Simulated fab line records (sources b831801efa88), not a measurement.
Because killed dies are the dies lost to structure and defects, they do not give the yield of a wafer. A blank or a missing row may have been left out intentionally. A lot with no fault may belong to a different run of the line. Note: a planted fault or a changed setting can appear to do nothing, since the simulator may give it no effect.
fab line records	flow gf180mcu
record lots=5	wafers=23
route steps=602 shown V3@442 M4@460 V4@497 MIM@508 V5@544 TOP_METAL@568
start-h: hours from the record's first day to the start of the lot's first wafer shown	wait-h: hours since the lot's step before	" repeats the value in the row above	L1.1+2: several wafers, shown together as one row	- value missing, or start not given	* or withheld: withheld	< > ~ a bound
route shown NAME@n: names a module that has steps shown in the file, with the first one's number in the route	usual: mean/standard deviation of fault-free wafers	same: alike in all rows	chamber/n: place in a boat	sites: per-site readings	_std_site: their standard deviation	_edge_site: the outer-site mean with the inner-site mean subtracted	radius-mm: how far each site lies from the wafer's centre	mask NAME#n: copy n	behind: the tool/chamber that last shaped the wafer	hold: the reason the lot was held/the length of the hold in hours/how it ended	device: whichever transistor did not switch (one of n, p or np)	end of line: at the end of the route, the tests of the same wafers	where a step has no rows: the recipe by itself	killed: dies lost to structure and defects at the first sort, not the wafer's yield	map: a wafer's dies, x killed, . not, _ none there
set.NAME: the setting that was run; set.NAME@STEP: the one run at that earlier step	model.NAME: the simulator's own value behind a step, which no gauge read
one table per step and one row per wafer, for lots whose settings were changed on purpose
## steps
# step GF_V3_DEVELOP_13
# recipe develop-time-s=60	resist=KrF	dev-temp-c=21
lot.wafer	tool	chamber	start-h	wait-h	set.develop-time-s
L074.1+2+5	litho-track-02	0	518.82	0.2	53.3
L074.3+4	"	0	"	"	60
L076.2+3+6	litho-track-04	0	531.78	0.2	60
L077.1+4+5	litho-track-04	0	548.41	0.2	60
L077.3+6	"	0	"	"	63.04
L082.2+5+6	litho-track-02	0	593.44	0.2	60
L082.3+4	"	0	"	"	52.35
L084.1+5	litho-track-03	0	605.67	0.2	66.98
L084.2+3+4	"	0	"	"	60
# step GF_V3_ETCH_16
# recipe chemistry=N2/H2	target-depth-a=withheld	overetch-a=withheld	time-s=withheld	target=BARC	ion-energy-ev=200	source-w=500	bias-w=100	pressure-mtorr=30	n2-flow-sccm=100	h2-flow-sccm=200
# step GF_V3_ETCH_17
# recipe chemistry=C4F8/O2/Ar	mask-material=KrF	target=SiO2	stop-on=TiN	source-w=1500	bias-w=1200	pressure-mtorr=40	c4f8-flow-sccm=withheld	O2_flow_sccm=6	Ar_flow_sccm=300	time-s=withheld	target-depth-a=6350
# usual oes-product-au=0.856/0.0045
lot.wafer	tool	chamber	start-h	wait-h	set.leave-above-ref-nm@V3_CMP_04	oes-product-au	model.etch.depth-nm	model.V3.feature-depth-nm
L074.1	rie-diel-03	3	-	-	594.6	0.838	595.9	595.9
L074.2	"	0	"	"	594.6	0.831	596.1	596.1
L074.3	"	2	"	"	594.6	0.825	-	595.8
L074.4	"	1	"	"	632.5	0.859	634.7	634.7
L074.5	"	2	"	"	632.5	0.866	-	633.8
L076.2	rie-diel-01	1	-	-	632.5	0.852	633.1	633.1
L076.3	"	2	"	"	632.5	0.853	632.9	632.9
L076.6	"	1	"	"	632.5	0.865	631.8	631.8
L077.1	rie-diel-03	3	-	-	632.5	0.856	-	631.1
L077.3	"	2	"	"	632.5	0.849	632.5	632.5
L077.4	"	1	"	"	632.5	0.855	633.9	633.9
L077.5	"	1	"	"	632.5	0.851	632	632
L077.6	"	0	"	"	632.5	0.855	-	633.4
L082.2	rie-diel-02	2	-	-	651.2	0.863	651	651
L082.3	"	3	"	"	651.2	0.875	652.8	652.8
L082.4	"	1	"	"	632.5	0.857	-	633
L082.5	"	3	"	"	632.5	0.857	633.8	633.8
L082.6	"	0	"	"	651.2	0.865	-	651.1
L084.1	rie-diel-01	3	-	-	632.5	0.855	-	635.8
L084.2	"	1	"	"	591.6	0.824	592.4	592.4
L084.3	"	0	"	"	591.6	0.833	-	591.6
L084.4	"	2	"	"	632.5	0.860	-	633.3
L084.5	"	1	"	"	591.6	0.823	593	593
# step GF_V3_SPUTTER_21
# recipe material=Ti	target-thk-nm=15	chamber-pressure-pa=5	power-w=2500	substrate-temp-c=200	time-s=80.02
lot.wafer	tool	chamber	start-h	wait-h	set.power-w	model.Ti_of_V3_SPUTTER_21.thk-nm
L074.1	pvd-sputter-01	-	520.13	0.0	2622	15.86
L074.2	"	-	"	"	2500	15.27
L074.3	"	-	"	"	2622	15.74
L074.4	"	-	"	"	2500	15.18
L074.5	"	-	"	"	2622	16.09
L076.2	pvd-sputter-04	-	532.73	0.0	2500	14.69
L076.3	"	-	"	"	2500	14.65
L076.6	"	-	"	"	2500	14.49
L077.1	pvd-sputter-04	-	549.72	0.0	2334	14.4
L077.3	"	-	"	"	2500	15.3
L077.4	"	-	"	"	2500	15.12
L077.5	"	-	"	"	2334	14.25
L077.6	"	-	"	"	2500	15.39
L082.2	pvd-sputter-04	-	594.42	0.0	2233	13.25
L082.3	"	-	"	"	2233	13.4
L082.4	"	-	"	"	2500	14.59
L082.5	"	-	"	"	2500	14.8
L082.6	"	-	"	"	2500	14.61
L084.1	pvd-sputter-03	-	606.65	0.0	2500	14.98
L084.2	"	-	"	"	2329	14.13
L084.3	"	-	"	"	2500	14.72
L084.4	"	-	"	"	2500	15.01
L084.5	"	-	"	"	2329	14.08
# step GF_M4_SPUTTER_04
# recipe material=TiN	target-thk-nm=50	power-w=6500	time-s=41.7	chamber-pressure-pa=0.4
lot.wafer	tool	chamber	start-h	wait-h	set.power-w	model.TiN_of_M4_SPUTTER_04.thk-nm
L074.1	pvd-sputter-02	-	521.00	0.0	6500	49.91
L074.2	"	-	"	"	6500	49.73
L074.3	"	-	"	"	7058	54.78
L074.4	"	-	"	"	6500	49.41
L074.5	"	-	"	"	7058	53.65
L076.2	pvd-sputter-02	-	533.60	0.0	6500	49.96
L076.3	"	-	"	"	6500	49.71
L076.6	"	-	"	"	6500	50.11
L077.1	pvd-sputter-03	-	550.59	0.0	5972	45.44
L077.3	"	-	"	"	6500	49.79
L077.4	"	-	"	"	6500	50.04
L077.5	"	-	"	"	6500	49.25
L077.6	"	-	"	"	5972	45.2
L082.2	pvd-sputter-03	-	595.29	0.0	6500	50.26
L082.3	"	-	"	"	6500	50.03
L082.4	"	-	"	"	5990	46.58
L082.5	"	-	"	"	6500	49.83
L082.6	"	-	"	"	5990	46.12
L084.1	pvd-sputter-02	-	607.52	0.0	6236	47.76
L084.2	"	-	"	"	6236	48.01
L084.3	"	-	"	"	6500	50.49
L084.4	"	-	"	"	6500	49.35
L084.5	"	-	"	"	6236	48.05
# step GF_V4_SPUTTER_21
# recipe material=Ti	target-thk-nm=15	chamber-pressure-pa=5	power-w=2500	substrate-temp-c=200	time-s=80.02
lot.wafer	tool	chamber	start-h	wait-h	set.power-w	model.Ti_of_V4_SPUTTER_21.thk-nm
L074.1	pvd-sputter-01	-	567.13	0.0	2203	13.09
L074.2	"	-	"	"	2500	15.2
L074.3	"	-	"	"	2500	14.96
L074.4	"	-	"	"	2203	13.43
L074.5	"	-	"	"	2500	15.13
L076.2	pvd-sputter-04	-	578.86	0.0	2500	15.19
L076.3	"	-	"	"	2500	15.25
L076.6	"	-	"	"	2500	15.21
L077.1	pvd-sputter-01	-	594.04	0.0	2607	15.33
L077.3	"	-	"	"	2607	15.69
L077.4	"	-	"	"	2500	14.88
L077.5	"	-	"	"	2500	15.09
L077.6	"	-	"	"	2607	15.51
L082.2	pvd-sputter-02	-	638.04	0.0	2500	14.65
L082.3	"	-	"	"	2667	15.78
L082.4	"	-	"	"	2500	14.89
L082.5	"	-	"	"	2667	15.88
L082.6	"	-	"	"	2500	14.94
L084.1	pvd-sputter-02	-	650.29	0.0	2500	15.05
L084.2+3	"	-	"	"	2400	14.41
L084.4	"	-	"	"	2500	14.86
L084.5	"	-	"	"	2400	14.3
# step GF_MIM_CVD_05
# recipe material=Si3N4	target-thk-nm=42	temp-max-c=400	temp-c=385	time-s=29.086	rf-w=450
lot.wafer	tool	chamber	start-h	wait-h	set.time-s	model.Si3N4_of_MIM_CVD_05.thk-nm
L074.1	pecvd-01	2	568.05	0.0	29.086	41.87
L074.2	"	0	"	"	26.1	37.33
L074.3	"	2	"	"	26.1	38.35
L074.4	"	0	"	"	29.086	42.46
L074.5	"	0	"	"	29.086	42.15
L076.2	pecvd-03	0	582.77	0.0	29.086	40.56
L076.3	"	1	"	"	29.086	40.9
L076.6	"	1	"	"	29.086	41.39
L077.1	pecvd-01	0	594.95	0.0	32.18	45.66
L077.3	"	2	"	"	29.086	41.76
L077.4	"	1	"	"	32.18	45.91
L077.5	"	0	"	"	29.086	41.81
L077.6	"	2	"	"	29.086	42.7
L082.2	pecvd-02	1	638.95	0.0	29.086	41.97
L082.3	"	0	"	"	29.086	41.75
L082.4	"	2	"	"	27.52	39.98
L082.5	"	0	"	"	29.086	42.43
L082.6	"	1	"	"	27.52	39.46
L084.1	pecvd-03	1	651.21	0.0	26.56	38.98
L084.2	"	0	"	"	26.56	38.43
L084.3	"	2	"	"	29.086	42.43
L084.4	"	0	"	"	26.56	39.23
L084.5	"	2	"	"	29.086	43.19
# step GF_MIM_THK_MEAS_06
# recipe reads=Si3N4_of_MIM_CVD_05
# usual MIM_CVD_05_THK=41.9/0.59
lot.wafer	tool	chamber	start-h	wait-h	set.time-s@MIM_CVD_05	MIM_CVD_05_THK[nm]
L074.1	film-metro-01	-	568.09	0.0	29.086	41.8
L074.2	"	-	"	"	26.1	37.3
L074.3	"	-	"	"	26.1	38.3
L074.4	"	-	"	"	29.086	42.5
L074.5	"	-	"	"	29.086	42.1
L076.2	film-metro-01	-	582.82	0.0	29.086	40.6
L076.3	"	-	"	"	29.086	40.9
L076.6	"	-	"	"	29.086	41.4
L077.1	film-metro-01	-	594.99	0.0	32.18	45.7
L077.3	"	-	"	"	29.086	41.8
L077.4	"	-	"	"	32.18	45.8
L077.5	"	-	"	"	29.086	41.8
L077.6	"	-	"	"	29.086	42.7
L082.2	film-metro-02	-	639.00	0.0	29.086	42.0
L082.3	"	-	"	"	29.086	41.7
L082.4	"	-	"	"	27.52	40.0
L082.5	"	-	"	"	29.086	42.4
L082.6	"	-	"	"	27.52	39.4
L084.1	film-metro-04	-	651.24	0.0	26.56	39.0
L084.2	"	-	"	"	26.56	38.4
L084.3	"	-	"	"	29.086	42.5
L084.4	"	-	"	"	26.56	39.2
L084.5	"	-	"	"	29.086	43.2
# step GF_MIM_SPUTTER_08
# recipe material=AlCu	target-thk-nm=200	power-w=10600	time-s=10.6	chamber-pressure-pa=0.4
lot.wafer	tool	chamber	start-h	wait-h	set.power-w	model.AlCu_of_MIM_SPUTTER_08.thk-nm
L074.1	pvd-sputter-02	-	568.20	0.0	10080	190.2
L074.2	"	-	"	"	10600	202.2
L074.3	"	-	"	"	10600	202.4
L074.4	"	-	"	"	10600	201.2
L074.5	"	-	"	"	10080	191.9
L076.2	pvd-sputter-01	-	582.91	0.0	10600	202.1
L076.3	"	-	"	"	10600	200.2
L076.6	"	-	"	"	10600	204.4
L077.1	pvd-sputter-02	-	595.09	0.0	10600	200.5
L077.3	"	-	"	"	10210	192.4
L077.4	"	-	"	"	10600	200.7
L077.5	"	-	"	"	10210	193
L077.6	"	-	"	"	10600	200.2
L082.2	pvd-sputter-02	-	639.09	0.0	11070	210.9
L082.3	"	-	"	"	11070	209.8
L082.4	"	-	"	"	10600	202.5
L082.5	"	-	"	"	10600	200.1
L082.6	"	-	"	"	10600	200.3
L084.1	pvd-sputter-01	-	651.34	0.0	11290	213.5
L084.2	"	-	"	"	10600	205.1
L084.3	"	-	"	"	11290	212.2
L084.4	"	-	"	"	11290	213.4
L084.5	"	-	"	"	10600	201.6
# step GF_MIM_SPUTTER_09
# recipe material=TiN	target-thk-nm=35	power-w=6500	time-s=29.2	chamber-pressure-pa=0.4
# step GF_MIM_RS_MEAS_10
# recipe thk-meas-gauge=four-point-probe	reads=TiN_of_MIM_SPUTTER_09+AlCu_of_MIM_SPUTTER_08+TiN_of_MIM_SPUTTER_07
# usual MIM_ALCU_RS=0.1600/0.0017
lot.wafer	tool	chamber	start-h	wait-h	set.power-w@MIM_SPUTTER_08	MIM_ALCU_RS[ohm/sq]
L074.1	film-metro-01	-	568.25	0.0	10080	0.1692
L074.2	"	-	"	"	10600	0.1584
L074.3	"	-	"	"	10600	0.1582
L074.4	"	-	"	"	10600	0.1590
L074.5	"	-	"	"	10080	0.1671
L076.2	film-metro-02	-	582.99	0.0	10600	0.1586
L076.3	"	-	"	"	10600	0.1606
L076.6	"	-	"	"	10600	0.1569
L077.1	film-metro-02	-	595.15	0.0	10600	0.1601
L077.3	"	-	"	"	10210	0.1670
L077.4	"	-	"	"	10600	0.1596
L077.5	"	-	"	"	10210	0.1664
L077.6	"	-	"	"	10600	0.1604
L082.2	film-metro-02	-	639.17	0.0	11070	0.1514
L082.3	"	-	"	"	11070	0.1528
L082.4	"	-	"	"	10600	0.1585
L082.5	"	-	"	"	10600	0.1602
L082.6	"	-	"	"	10600	0.1602
L084.1	film-metro-01	-	651.40	0.0	11290	0.1498
L084.2	"	-	"	"	10600	0.1561
L084.3	"	-	"	"	11290	0.1510
L084.4	"	-	"	"	11290	0.1495
L084.5	"	-	"	"	10600	0.1591
# step GF_MIM_THK_MEAS_11
# recipe thk-meas-gauge=xrf	reads=AlCu_of_MIM_SPUTTER_08
# usual MIM_ALCU_THK=202.1/2.2
lot.wafer	tool	chamber	start-h	wait-h	set.power-w@MIM_SPUTTER_08	MIM_ALCU_THK[nm]
L074.1	film-metro-01	-	568.37	0.1	10080	193.8
L074.2	"	-	"	"	10600	205.3
L074.3	"	-	"	"	10600	206.0
L074.4	"	-	"	"	10600	205.1
L074.5	"	-	"	"	10080	194.8
L076.2	film-metro-02	-	583.10	0.1	10600	203.6
L076.3	"	-	"	"	10600	201.5
L076.6	"	-	"	"	10600	206.0
L077.1	film-metro-02	-	595.27	0.1	10600	201.5
L077.3	"	-	"	"	10210	194.2
L077.4	"	-	"	"	10600	201.9
L077.5	"	-	"	"	10210	193.8
L077.6	"	-	"	"	10600	201.5
L082.2	film-metro-02	-	639.28	0.1	11070	210.8
L082.3	"	-	"	"	11070	209.6
L082.4	"	-	"	"	10600	202.8
L082.5	"	-	"	"	10600	200.3
L082.6	"	-	"	"	10600	200.5
L084.1	film-metro-01	-	651.52	0.1	11290	216.2
L084.2	"	-	"	"	10600	206.8
L084.3	"	-	"	"	11290	215.5
L084.4	"	-	"	"	11290	215.2
L084.5	"	-	"	"	10600	203.7
# step GF_MIM_SOFTBAKE_15
# recipe temp-c=90	time-s=60	resist=NOVOLAK
lot.wafer	tool	chamber	start-h	wait-h	set.temp-c
L074.1+3	litho-track-01	0	578.72	0.1	90
L074.2+4+5	"	0	"	"	86.88
L076.2+3+6	litho-track-01	0	592.45	0.1	90
L077.1+5+6	litho-track-02	0	605.82	0.1	90
L077.3+4	"	0	"	"	87.24
L082.2+4	litho-track-02	0	649.44	0.1	90
L082.3+5+6	"	0	"	"	91.65
L084.1+4+5	litho-track-02	0	660.62	0.1	90
L084.2+3	"	0	"	"	87.15
# step GF_MIM_EXPOSE_16
# recipe mask-id=FuseTop	target-cd-nm=2000	na=0.6	source-shape=conventional	sigma-outer=0.6	dose-mj=140
# step GF_MIM_PEB_17
# recipe temp-c=withheld	time-s=*	resist=NOVOLAK
# step GF_MIM_DEVELOP_18
# recipe develop-time-s=60	dev-temp-c=22.53
# step GF_MIM_METAL_ETCH_19
# recipe chemistry=Cl2/BCl3	mask-material=NOVOLAK	stop-on=Si3N4	target-depth-nm=324.5	pressure-mtorr=8	icp-w=800	bias-w=140	Cl2_flow_sccm=80	bcl3-flow-sccm=40	time-s=54.1
# usual oes-product-au=0.942/0.0058
lot.wafer	tool	chamber	start-h	wait-h	set.power-w@MIM_SPUTTER_08	oes-product-au
L074.1	rie-metal-02	1	588.27	0.1	10080	0.923
L074.2	"	0	"	"	10600	0.938
L074.3	"	0	"	"	10600	0.945
L074.4	"	1	"	"	10600	0.942
L074.5	"	1	"	"	10080	0.923
L076.2	rie-metal-02	0	603.37	0.1	10600	0.938
L076.3	"	0	"	"	10600	0.938
L076.6	"	1	"	"	10600	0.942
L077.1	rie-metal-02	0	615.47	0.1	10600	0.947
L077.3	"	0	"	"	10210	0.925
L077.4	"	1	"	"	10600	0.935
L077.5	"	0	"	"	10210	0.927
L077.6	"	1	"	"	10600	0.941
L082.2	rie-metal-02	0	658.97	0.1	11070	0.957
L082.3	"	1	"	"	11070	0.968
L082.4	"	0	"	"	10600	0.943
L082.5	"	0	"	"	10600	0.939
L082.6	"	1	"	"	10600	0.942
L084.1	rie-metal-02	0	670.17	0.1	11290	0.971
L084.2	"	0	"	"	10600	0.951
L084.3	"	0	"	"	11290	0.969
L084.4	"	0	"	"	11290	0.969
L084.5	"	0	"	"	10600	0.945
# step GF_MIM_STRIP_20
# recipe chemistry=O2/N2	power-w=1400	pressure-mtorr=1500	platen-temp-c=250	o2-flow-sccm=3000	n2-flow-sccm=300	overash-fraction=0.5
# usual strip-time-to-endpoint-s=11.23/0.04
lot.wafer	tool	chamber	start-h	wait-h	set.temp-c@MIM_SOFTBAKE_15	strip-time-to-endpoint-s
L074.1	plasma-asher-02	0	588.34	0.0	90	11.19
L074.2	"	1	"	"	86.88	11.27
L074.3	"	0	"	"	90	11.16
L074.4	"	1	"	"	86.88	11.28
L074.5	"	0	"	"	86.88	11.28
L076.2	plasma-asher-01	0	603.44	0.0	90	11.24
L076.3	"	1	"	"	90	11.25
L076.6	"	0	"	"	90	11.21
L077.1	plasma-asher-02	1	615.54	0.0	90	11.25
L077.3	"	0	"	"	87.24	11.27
L077.4	"	1	"	"	87.24	11.33
L077.5	"	1	"	"	90	11.26
L077.6	"	0	"	"	90	11.24
L082.2	plasma-asher-01	1	659.04	0.0	90	11.25
L082.3	"	0	"	"	91.65	11.18
L082.4	"	1	"	"	90	11.24
L082.5	"	1	"	"	91.65	11.20
L082.6	"	0	"	"	91.65	11.16
L084.1	plasma-asher-02	0	670.31	0.1	90	11.27
L084.2	"	1	"	"	87.15	11.39
L084.3	"	0	"	"	87.15	11.39
L084.4	"	1	"	"	90	11.29
L084.5	"	0	"	"	90	11.27
# step GF_V5_CMP_04
# recipe material=SiO2	down-force-psi=4	platen-rpm=60	pad-velocity-m-s=0.94248
lot.wafer	tool	chamber	start-h	wait-h	set.leave-above-ref-nm
L074.1+2	cmp-02	0,3	610.97	0.1	823.5
L074.4+3+5	"	1,2,0	"	"	855
L076.3+2+6	cmp-02	1,2,1	624.99	0.1	855
L077.3+6	cmp-02	0	636.78	0.0	855
L077.1+4+5	"	1,2,1	"	"	888.5
L082.3+2+6	cmp-01	1,0,2	679.76	0.0	855
L082.4+5	"	2,1	"	"	838.1
L084.2+4+1	cmp-01	0,1,2	691.62	0.0	855
L084.3+5	"	3,0	"	"	829.8
# step GF_V5_ETCH_17
# recipe chemistry=C4F8/O2/Ar	mask-material=KrF	target=SiO2	stop-on=TiN	source-w=1500	bias-w=1200	pressure-mtorr=40	c4f8-flow-sccm=withheld	O2_flow_sccm=6	Ar_flow_sccm=300	time-s=withheld	target-depth-a=8550
# usual oes-product-au=0.859/0.0046
lot.wafer	tool	chamber	start-h	wait-h	set.bias-w	set.leave-above-ref-nm@V5_CMP_04	oes-product-au
L074.1	rie-diel-02	3	-	-	1200	823.5	0.841
L074.2	"	0	"	"	1267	823.5	0.846
L074.3	"	2	"	"	1200	855	0.856
L074.4	"	1	"	"	1267	855	0.851
L074.5	"	0	"	"	1200	855	0.858
L076.2	rie-diel-01	1	-	-	1200	855	0.858
L076.3	"	0	"	"	1200	855	0.863
L076.6	"	0	"	"	1200	855	0.859
L077.1	rie-diel-02	3	-	-	1200	888.5	0.881
L077.3	"	0	"	"	1200	855	0.860
L077.4	"	2	"	"	1200	888.5	0.877
L077.5	"	1	"	"	1329	888.5	0.886
L077.6	"	2	"	"	1329	855	0.861
L082.2	rie-diel-02	3	-	-	1161	855	0.859
L082.3	"	0	"	"	1200	855	0.858
L082.4	"	2	"	"	1200	838.1	0.854
L082.5	"	0	"	"	1161	838.1	0.853
L082.6	"	3	"	"	1161	855	0.857
L084.1	rie-diel-02	1	-	-	1077	855	0.860
L084.2	"	3	"	"	1200	855	0.860
L084.3	"	0	"	"	1077	829.8	0.851
L084.4	"	2	"	"	1077	855	0.855
L084.5	"	2	"	"	1200	829.8	0.847
# step GF_TOP_METAL_SPUTTER_01
# recipe material=TiN	target-thk-nm=30	power-w=6500	time-s=25	chamber-pressure-pa=0.4
lot.wafer	tool	chamber	start-h	wait-h	set.chamber-pressure-pa	model.TiN_of_TOP_METAL_SPUTTER_01.thk-nm
L074.1	pvd-sputter-03	-	633.85	0.1	0.4477	29.22
L074.2	"	-	"	"	0.4477	29.19
L074.3	"	-	"	"	0.4477	29.06
L074.4	"	-	"	"	0.4477	28.97
L074.5	"	-	"	"	0.4477	29.4
L076.2	pvd-sputter-04	-	646.54	0.1	0.4	29.96
L076.3	"	-	"	"	0.4	29.73
L076.6	"	-	"	"	0.4	30.08
L077.1	pvd-sputter-02	-	658.45	0.1	0.3715	30.76
L077.3	"	-	"	"	0.3715	30.17
L077.4	"	-	"	"	0.3715	30.52
L077.5	"	-	"	"	0.3715	30.31
L077.6	"	-	"	"	0.3715	30.15
L082.2+3	pvd-sputter-03	-	700.91	0.1	0.3575	30.62
L082.4	"	-	"	"	0.3575	30.39
L082.5	"	-	"	"	0.3575	30.28
L082.6	"	-	"	"	0.3575	30.76
L084.1	pvd-sputter-03	-	711.74	0.1	0.4	29.16
L084.2+4	"	-	"	"	0.4	29.11
L084.3	"	-	"	"	0.4	29.59
L084.5	"	-	"	"	0.4	29.56
# step GF_TOP_METAL_DEVELOP_13
# recipe develop-time-s=60	dev-temp-c=23
lot.wafer	tool	chamber	start-h	wait-h	set.develop-time-s
L074.1+5	litho-track-03	0	653.57	0.1	60
L074.2+3+4	"	0	"	"	67.89
L076.2+3+6	litho-track-03	0	665.80	0.1	60
L077.1+3+4+5+6	litho-track-03	0	677.62	0.1	60
L082.2+4+5	litho-track-03	0	718.80	0.1	68.77
L082.3+6	"	0	"	"	60
L084.1+2+3	litho-track-01	0	729.52	0.1	60
L084.4+5	"	0	"	"	64.84
# step GF_TOP_METAL_CD_MEAS_14
# recipe target-cd-nm=440
# usual cd-nm=441.3/2.1
lot.wafer	tool	chamber	start-h	wait-h	set.develop-time-s@TOP_METAL_DEVELOP_13	cd-nm
L074.1	cd-sem-01	-	653.72	0.1	60	440.8
L074.2	"	-	"	"	67.89	428.2
L074.3	"	-	"	"	67.89	429.7
L074.4	"	-	"	"	67.89	426.9
L074.5	"	-	"	"	60	437.4
L076.2	cd-sem-02	-	665.94	0.1	60	441.5
L076.3	"	-	"	"	60	440.6
L076.6	"	-	"	"	60	440.4
L077.1	cd-sem-01	-	677.77	0.1	60	444.9
L077.3	"	-	"	"	60	446.1
L077.4	"	-	"	"	60	446.4
L077.5	"	-	"	"	60	444.5
L077.6	"	-	"	"	60	445.8
L082.2	cd-sem-02	-	718.94	0.1	68.77	429.3
L082.3	"	-	"	"	60	440.5
L082.4	"	-	"	"	68.77	429.8
L082.5	"	-	"	"	68.77	429.3
L082.6	"	-	"	"	60	441.2
L084.1	cd-sem-02	-	729.67	0.1	60	443.4
L084.2	"	-	"	"	60	441.4
L084.3	"	-	"	"	60	440.5
L084.4	"	-	"	"	64.84	436.2
L084.5	"	-	"	"	64.84	432.8
## key
split step=GF_V3_DEVELOP_13	setting=develop-time-s	stated=60	by=wafer
response none clear
split step=GF_V3_SPUTTER_21	setting=power-w	stated=2500	by=wafer
response step=GF_V3_SPUTTER_21	reading=model.Ti_of_V3_SPUTTER_21.thk-nm	change=+0.128	per=1%	r=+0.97
split step=GF_M4_SPUTTER_04	setting=power-w	stated=6500	by=wafer
response step=GF_M4_SPUTTER_04	reading=model.TiN_of_M4_SPUTTER_04.thk-nm	change=+0.512	per=1%	r=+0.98
split step=GF_V4_SPUTTER_21	setting=power-w	stated=2500	by=wafer
response step=GF_V4_SPUTTER_21	reading=model.Ti_of_V4_SPUTTER_21.thk-nm	change=+0.15	per=1%	r=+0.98
split step=GF_MIM_CVD_05	setting=time-s	stated=29.086	by=wafer
response step=GF_MIM_CVD_05	reading=model.Si3N4_of_MIM_CVD_05.thk-nm	change=+0.403	per=1%	r=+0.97
response step=GF_MIM_THK_MEAS_06	reading=MIM_CVD_05_THK	change=+0.402	per=1%	r=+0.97
split step=GF_MIM_SPUTTER_08	setting=power-w	stated=10600	by=wafer
response step=GF_MIM_SPUTTER_08	reading=model.AlCu_of_MIM_SPUTTER_08.thk-nm	change=+1.87	per=1%	r=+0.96
response step=GF_MIM_RS_MEAS_10	reading=MIM_ALCU_RS	change=-0.00154	per=1%	r=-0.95
response step=GF_MIM_THK_MEAS_11	reading=MIM_ALCU_THK	change=+1.91	per=1%	r=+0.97
response step=GF_MIM_METAL_ETCH_19	reading=oes-product-au	change=+0.00387	per=1%	r=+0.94
split step=GF_MIM_SOFTBAKE_15	setting=temp-c	stated=90	by=wafer
response step=GF_MIM_STRIP_20	reading=strip-time-to-endpoint-s	change=*	per=1%	r=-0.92
split step=GF_V5_CMP_04	setting=leave-above-ref-nm	stated=855	by=wafer
response step=GF_V5_ETCH_17	reading=oes-product-au	change=+0.00389	per=1%	r=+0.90
split step=GF_V5_ETCH_17	setting=bias-w	stated=1200	by=wafer
response none clear
split step=GF_TOP_METAL_SPUTTER_01	setting=chamber-pressure-pa	stated=0.4	by=lot
response step=GF_TOP_METAL_SPUTTER_01	reading=model.TiN_of_TOP_METAL_SPUTTER_01.thk-nm	change=-0.0641	per=1%	r=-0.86
split step=GF_TOP_METAL_DEVELOP_13	setting=develop-time-s	stated=60	by=wafer
response step=GF_TOP_METAL_CD_MEAS_14	reading=cd-nm	change=-0.815	per=1%	r=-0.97
split outside-this-file step=GF_V3_CMP_04 setting=leave-above-ref-nm
# split outside-this-file: this setting was split too, and the file shows its column; the key of that split is in another file
